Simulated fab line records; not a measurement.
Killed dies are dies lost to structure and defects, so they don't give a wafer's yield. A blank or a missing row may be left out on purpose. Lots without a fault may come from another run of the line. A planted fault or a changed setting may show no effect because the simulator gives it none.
fab line records | flow sky130
[record] lots = 14 | wafers = 42 | lastDay = 50
route steps=708 shown VT_ADJUST_HVTR@137 VIA1@459 VIA2@528
lots untouched by any fault: they come from a run of this same line in which no faults occurred
startH: hours from the record's first day to the start of the lot's first wafer shown | waitH: hours elapsed since this lot's preceding step | " repeats the value in the row above | L1.1+2: a row that stands for several wafers | - either no value or no given start | * or withheld: withheld | < > ~ a bound
route shown NAME@n: a module of which the file shows steps, and the number in the route of the first | usual: average and standard deviation across the fault-free wafers | same: alike in all rows | chamber/n: place in a boat | sites: each site's reading | _std_site: how widely they spread, as a standard deviation | _edge_site: outer sites' mean less inner sites' | radiusMm: for every site, how far away it sits from the centre of the wafer | mask NAME#n: copy n | behind: the last tool/chamber to shape the wafer | hold: reason for holding the lot/hours on hold/outcome of the hold | device: which transistor (n, p or np) failed to switch | end of line: the same wafers' tests at the end of the route | a step without rows: its recipe alone | killed: count of dies lost to structure and defects at first sort (not the wafer's yield) | map: dies across one wafer; x = killed, . = not, _ = none there
set.NAME: the setting as run; set.NAME@STEP: as run at that earlier step | model.NAME: the simulator's own value behind a step, which no gauge read
steps of the route over a sample of lots; a table a step, a row a wafer
services: from which hour (startH, from the record's first day; less than 0 if before it) a tool's chamber was out of use, for how many hours, and why
[[steps]]
[step SKY_VT_ADJUST_HVTR_DEVELOP_06]
[recipe] developTimeS = 60 | devTempC = 23
lot.wafer  | tool          | chamber | startH | waitH
L676.1+5+6 | lithoTrack-02 | 0       | 200.82 | 0.1
L677.2+3+6 | lithoTrack-03 | 0       | 210.09 | 0.1
L678.3+4+6 | lithoTrack-03 | 0       | 214.76 | 0.1
L679.3+4+5 | lithoTrack-03 | 0       | 220.41 | 0.1
L685.1+2+3 | lithoTrack-04 | 0       | 270.65 | 0.1
L687.3+5+6 | lithoTrack-04 | 0       | 282.00 | 0.1
L691.1+3+5 | lithoTrack-02 | 0       | 310.57 | 0.1
L692.1+2+3 | lithoTrack-03 | 0       | 330.51 | 0.1
L694.4+5+6 | lithoTrack-04 | 0       | 340.08 | 0.1
L695.2+5+6 | lithoTrack-04 | 0       | 343.93 | 0.1
L696.1+4+5 | lithoTrack-02 | 0       | 347.67 | 0.1
L697.3+4+6 | lithoTrack-04 | 0       | 361.60 | 0.1
L698.4+5+6 | lithoTrack-04 | 0       | 366.23 | 0.1
L699.2+3+4 | lithoTrack-03 | 0       | 372.69 | 0.1
[step SKY_VT_ADJUST_HVTR_CD_MEAS_07]
[recipe] targetCdNm = 380
[usual] cdNm = 380.5/2.1
lot.wafer | tool     | chamber | startH | waitH | cdNm
L676.1    | cdSem-02 | -       | 200.97 | 0.1   | 380.7
L676.5    | "        | -       | "      | "     | 381.4
L676.6    | "        | -       | "      | "     | 378.2
L677.2    | cdSem-02 | -       | 210.23 | 0.1   | 377.9
L677.3    | "        | -       | "      | "     | 378.0
L677.6    | "        | -       | "      | "     | 374.8
L678.3    | cdSem-02 | -       | 214.90 | 0.1   | 381.1
L678.4    | "        | -       | "      | "     | 380.1
L678.6    | "        | -       | "      | "     | 381.4
L679.3    | cdSem-02 | -       | 220.55 | 0.1   | 383.5
L679.4    | "        | -       | "      | "     | 381.8
L679.5    | "        | -       | "      | "     | 382.8
L685.1    | cdSem-02 | -       | 270.80 | 0.1   | 389.7
L685.2    | "        | -       | "      | "     | 388.3
L685.3    | "        | -       | "      | "     | 386.3
L687.3    | cdSem-01 | -       | 282.14 | 0.1   | 387.8
L687.5    | "        | -       | "      | "     | 390.1
L687.6    | "        | -       | "      | "     | 389.3
L691.1    | cdSem-02 | -       | 310.78 | 0.2   | 379.6
L691.3    | "        | -       | "      | "     | 380.5
L691.5    | "        | -       | "      | "     | 377.1
L692.1    | cdSem-02 | -       | 330.66 | 0.1   | 382.9
L692.2    | "        | -       | "      | "     | 377.0
L692.3    | "        | -       | "      | "     | 380.5
L694.4    | cdSem-02 | -       | 340.21 | 0.1   | 381.3
L694.5    | "        | -       | "      | "     | 380.5
L694.6    | "        | -       | "      | "     | 381.3
L695.2    | cdSem-02 | -       | 344.07 | 0.1   | 378.4
L695.5    | "        | -       | "      | "     | 380.2
L695.6    | "        | -       | "      | "     | 379.6
L696.1    | cdSem-02 | -       | 347.93 | 0.2   | 377.5
L696.4    | "        | -       | "      | "     | 376.2
L696.5    | "        | -       | "      | "     | 378.5
L697.3    | cdSem-02 | -       | 361.74 | 0.1   | 381.7
L697.4    | "        | -       | "      | "     | 382.5
L697.6    | "        | -       | "      | "     | 381.2
L698.4    | cdSem-02 | -       | 366.38 | 0.1   | 379.5
L698.5    | "        | -       | "      | "     | 383.8
L698.6    | "        | -       | "      | "     | 383.7
L699.2    | cdSem-01 | -       | 372.83 | 0.1   | 382.6
L699.3    | "        | -       | "      | "     | 381.7
L699.4    | "        | -       | "      | "     | 382.0
[step SKY_VIA1_THK_MEAS_01]
[recipe] reads = SiO2_of_VIA1_HDPCVD_00
[usual] VIA1_HDPCVD_THK = 1027/9.6
lot.wafer | tool         | chamber | startH | waitH | VIA1_HDPCVD_THK[nm]
L676.1    | filmMetro-01 | -       | 760.35 | 0.1   | 1026
L676.5    | "            | -       | "      | "     | 1024
L676.6    | "            | -       | "      | "     | 1013
L677.2    | filmMetro-02 | -       | 766.74 | 0.1   | 1036
L677.3    | "            | -       | "      | "     | 1036
L677.6    | "            | -       | "      | "     | 1035
L678.3    | filmMetro-02 | -       | 779.73 | 0.1   | 1004
L678.4    | "            | -       | "      | "     | 1030
L678.6    | "            | -       | "      | "     | 1032
L679.3    | filmMetro-01 | -       | 786.05 | 0.1   | 1034
L679.4    | "            | -       | "      | "     | 1047
L679.5    | "            | -       | "      | "     | 1045
L685.1    | filmMetro-04 | -       | 826.25 | 0.1   | 1023
L685.2    | "            | -       | "      | "     | 1023
L685.3    | "            | -       | "      | "     | 1011
L687.3    | filmMetro-01 | -       | 842.13 | 0.1   | 1014
L687.5    | "            | -       | "      | "     | 1024
L687.6    | "            | -       | "      | "     | 1017
L691.1    | filmMetro-01 | -       | 871.32 | 0.1   | 1034
L691.3    | "            | -       | "      | "     | 1036
L691.5    | "            | -       | "      | "     | 1037
L692.1    | filmMetro-02 | -       | 908.48 | 0.1   | 1018
L692.2    | "            | -       | "      | "     | 1018
L692.3    | "            | -       | "      | "     | 1013
L694.4    | filmMetro-02 | -       | 909.83 | 0.0   | 1028
L694.5    | "            | -       | "      | "     | 1033
L694.6    | "            | -       | "      | "     | 1030
L695.2    | filmMetro-01 | -       | 912.01 | 0.1   | 1035
L695.5    | "            | -       | "      | "     | 1040
L695.6    | "            | -       | "      | "     | 1031
L696.1    | filmMetro-02 | -       | 913.10 | 0.1   | 1026
L696.4    | "            | -       | "      | "     | 1023
L696.5    | "            | -       | "      | "     | 1017
L697.3    | filmMetro-04 | -       | 919.22 | 0.1   | 1020
L697.4    | "            | -       | "      | "     | 1020
L697.6    | "            | -       | "      | "     | 1013
L698.4    | filmMetro-04 | -       | 922.93 | 0.0   | 1041
L698.5    | "            | -       | "      | "     | 1036
L698.6    | "            | -       | "      | "     | 1053
L699.2    | filmMetro-02 | -       | 930.71 | 0.1   | 1030
L699.3    | "            | -       | "      | "     | 1024
L699.4    | "            | -       | "      | "     | 1020
[step SKY_VIA2_CVD_21]
[recipe] material = W | targetThkNm = 420 | timeS = 126.4 | tempC = 400 | pressureTorr = 40
[usual] heaterPowerW = 886/69
lot.wafer | tool    | chamber | startH  | waitH | heaterPowerW
L676.1    | cvdW-02 | 0       | 844.01  | 0.1   | 852
L676.5    | "       | 1       | "       | "     | 946
L676.6    | "       | 0       | "       | "     | 862
L677.2    | cvdW-02 | 1       | 851.04  | 0.0   | 983
L677.3    | "       | 1       | "       | "     | 977
L677.6    | "       | 0       | "       | "     | 870
L678.3    | cvdW-02 | 0       | 861.86  | 0.1   | 846
L678.4    | "       | 1       | "       | "     | 963
L678.6    | "       | 0       | "       | "     | 847
L679.3    | cvdW-01 | 0       | 867.92  | 0.1   | 789
L679.4    | "       | 1       | "       | "     | 925
L679.5    | "       | 1       | "       | "     | 910
L685.1    | cvdW-01 | 1       | 908.89  | 0.0   | 891
L685.2    | "       | 0       | "       | "     | 769
L685.3    | "       | 0       | "       | "     | 795
L687.3    | cvdW-02 | 1       | 922.23  | 0.1   | 976
L687.5    | "       | 1       | "       | "     | 989
L687.6    | "       | 0       | "       | "     | 841
L691.1    | cvdW-02 | 1       | 950.79  | 0.0   | 974
L691.3    | "       | 0       | "       | "     | 826
L691.5    | "       | 0       | "       | "     | 834
L692.1    | cvdW-02 | 1       | 985.18  | 0.0   | 964
L692.2    | "       | 0       | "       | "     | 842
L692.3    | "       | 1       | "       | "     | 970
L694.4    | cvdW-01 | 0       | 987.15  | 0.1   | 810
L694.5    | "       | 1       | "       | "     | 921
L694.6    | "       | 0       | "       | "     | 792
L695.2    | cvdW-01 | 0       | 988.66  | 0.0   | 787
L695.5    | "       | 0       | "       | "     | 786
L695.6    | "       | 1       | "       | "     | 916
L696.1    | cvdW-02 | 0       | 991.90  | 0.0   | 840
L696.4    | "       | 1       | "       | "     | 978
L696.5    | "       | 1       | "       | "     | 966
L697.3    | cvdW-02 | 1       | 996.13  | 0.1   | 972
L697.4    | "       | 0       | "       | "     | 846
L697.6    | "       | 1       | "       | "     | 994
L698.4    | cvdW-02 | 0       | 1000.85 | 0.1   | 836
L698.5    | "       | 0       | "       | "     | 829
L698.6    | "       | 1       | "       | "     | 981
L699.2    | cvdW-02 | 1       | 1006.45 | 0.0   | 987
L699.3    | "       | 1       | "       | "     | 981
L699.4    | "       | 0       | "       | "     | 823
[step SKY_VIA2_THK_MEAS_23]
[recipe] thkMeasGauge = xrf | reads = W_of_VIA2_CVD_21
[usual] VIA2_W_THK = 437/9.4
lot.wafer | tool         | chamber | startH  | waitH | VIA2_W_THK[nm]
L676.1    | filmMetro-03 | -       | 844.26  | 0.1   | 446
L676.5    | "            | -       | "       | "     | 421
L676.6    | "            | -       | "       | "     | 439
L677.2    | filmMetro-02 | -       | 851.30  | 0.1   | 432
L677.3    | "            | -       | "       | "     | 427
L677.6    | "            | -       | "       | "     | 441
L678.3    | filmMetro-04 | -       | 862.09  | 0.1   | 451
L678.4    | "            | -       | "       | "     | 430
L678.6    | "            | -       | "       | "     | 447
L679.3    | filmMetro-03 | -       | 868.15  | 0.1   | 432
L679.4    | "            | -       | "       | "     | 436
L679.5    | "            | -       | "       | "     | 440
L685.1    | filmMetro-03 | -       | 909.14  | 0.1   | 436
L685.2    | "            | -       | "       | "     | 434
L685.3    | "            | -       | "       | "     | 431
L687.3    | filmMetro-03 | -       | 922.46  | 0.1   | 443
L687.5    | "            | -       | "       | "     | 434
L687.6    | "            | -       | "       | "     | 462
L691.1    | filmMetro-02 | -       | 951.04  | 0.1   | 434
L691.3    | "            | -       | "       | "     | 450
L691.5    | "            | -       | "       | "     | 450
L692.1    | filmMetro-03 | -       | 985.43  | 0.1   | 435
L692.2    | "            | -       | "       | "     | 447
L692.3    | "            | -       | "       | "     | 430
L694.4    | filmMetro-02 | -       | 987.39  | 0.1   | 426
L694.5    | "            | -       | "       | "     | 425
L694.6    | "            | -       | "       | "     | 424
L695.2    | filmMetro-04 | -       | 988.92  | 0.1   | 431
L695.5    | "            | -       | "       | "     | 430
L695.6    | "            | -       | "       | "     | 434
L696.1    | filmMetro-02 | -       | 992.15  | 0.1   | 443
L696.4    | "            | -       | "       | "     | 429
L696.5    | "            | -       | "       | "     | 426
L697.3    | filmMetro-03 | -       | 996.35  | 0.1   | 423
L697.4    | "            | -       | "       | "     | 439
L697.6    | "            | -       | "       | "     | 426
L698.4    | filmMetro-03 | -       | 1001.09 | 0.1   | 445
L698.5    | "            | -       | "       | "     | 442
L698.6    | "            | -       | "       | "     | 425
L699.2    | filmMetro-03 | -       | 1006.71 | 0.1   | 437
L699.3    | "            | -       | "       | "     | 429
L699.4    | "            | -       | "       | "     | 451
[[services]]
tool    | chamber | startH | hours | kind
cvdW-01 | -       | 193.36 | 6.9   | pm
cvdW-02 | -       | 206.26 | 6.9   | pm
cvdW-01 | 1       | 208.05 | 7.4   | repair
cvdW-02 | 1       | 213.72 | 1.8   | repair
cvdW-01 | 0       | 322.71 | 1.6   | repair
cvdW-01 | -       | 390.00 | 14.0  | pm
cvdW-01 | 1       | 407.69 | 5.2   | repair
cvdW-02 | -       | 432.08 | 8.7   | repair
cvdW-02 | -       | 441.55 | 6.0   | pm
cvdW-01 | -       | 493.13 | 0.7   | repair
cvdW-02 | 0       | 493.94 | 6.1   | repair
cvdW-02 | -       | 518.99 | 0.9   | repair
cvdW-02 | 1       | 603.90 | 4.9   | repair
cvdW-01 | -       | 648.92 | 0.9   | repair
cvdW-02 | 0       | 656.11 | 10.0  | repair
cvdW-01 | 0       | 665.48 | 8.2   | repair
cvdW-01 | -       | 703.37 | 0.7   | repair
cvdW-02 | -       | 728.99 | 2.8   | pm
cvdW-02 | 1       | 747.85 | 2.0   | repair
cvdW-01 | -       | 829.60 | 14.6  | pm
cvdW-01 | 0       | 879.55 | 10.1  | repair
cvdW-02 | -       | 904.00 | 14.0  | pm
cvdW-01 | -       | 918.00 | 6.0   | pm
cvdW-02 | 0       | 969.53 | 3.9   | repair
[[key]]
[firstSign] step = SKY_VT_ADJUST_HVTR_CD_MEAS_07 | reading = cdNm | direction = up | sigmas = 3.8 | usual = 380.5 | struck = 388.6
effect none on later readings
metAt SKY_VT_ADJUST_HVTR_DEVELOP_06
struckLots L685,L687
testerLeftOut L685,L687
notActingAt SKY_VIA1_THK_MEAS_01,SKY_VIA2_CVD_21,SKY_VIA2_THK_MEAS_23
[fault] kind = processParameterDrift | tool = lithoTrack-04 | chamber = - | onsetH = 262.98 | steps = SKY_VT_ADJUST_HVTR_DEVELOP_06 | channel = developTimeS | offset = * | shape = step | endH = 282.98 | actsIn = * | stated = *
// testerLeftOut: of these lots the tester's yield and bins aren't shown, on N5 and GAA mostly nor the transistor test; their killed dies are dies lost to structure and defects alone, not to doping, threshold or leakage, so they don't give the yield
